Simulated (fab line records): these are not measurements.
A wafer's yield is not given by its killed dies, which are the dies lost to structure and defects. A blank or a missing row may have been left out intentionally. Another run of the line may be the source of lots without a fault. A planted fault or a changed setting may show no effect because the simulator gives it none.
Matching of chambers	flow gf180mcu	GF_POLY_GATE_ETCH_13 on rie si-02: 4 sister chambers
The step etches poly-Si in HBr/Cl2, stops on SiO2, target depth 198.5 nm, time 69.6 s. 8 wafers are shown with their chamber, then 7 later ones without.

WAFERS WITH THEIR CHAMBER
wafer	chamber	drypump motor current A (A)	oes product au (a.u.)
L116.6	0	6.4	1.000
L117.5	2	5.9	1.001
L118.6	3	5.8	0.993
L119.1	2	6.0	0.999
L119.3	3	5.7	0.981
L119.4	1	5.7	0.988
L124.1	1	5.7	0.991
L124.5	0	6.5	0.994

WAFERS MISSING THEIR CHAMBER
wafer	drypump motor current A (A)	oes product au (a.u.)
L124.6	5.7	0.998
L128.2	5.9	1.013
L128.3	5.7	1.006
L128.4	6.4	1.006
L138.1	5.7	0.998
L138.3	6.5	1.002
L138.6	6.4	0.996

CHAMBER TAKEN BY EACH
wafer	from the rows above	in truth
L124.6	can't be placed: 1 or 3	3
L128.2	2	2
L128.3	can't be placed: 1 or 3 or 2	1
L128.4	0	0
L138.1	can't be placed: 1 or 3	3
L138.3	0	0
L138.6	0	0
Correctly placed: 4 of 7. Can't be placed from these rows: 3 (the true chamber is among the candidates in 3). Placed wrongly: 0.
How it was worked out, from the rows above alone: a wafer's distance from a chamber is the root of the sum, over the readings, of the square of ((its reading less the chamber's mean) divided by the reading's scatter). If the next closest chamber is less than 2 further off than the closest, the wafer can't be placed; otherwise it belongs to the closest. Each chamber's mean is taken over the wafers shown for it. The scatter: take each reading less its chamber's mean, square it, sum over the shown wafers, divide by the number of wafers less the number of chambers, and take the root.
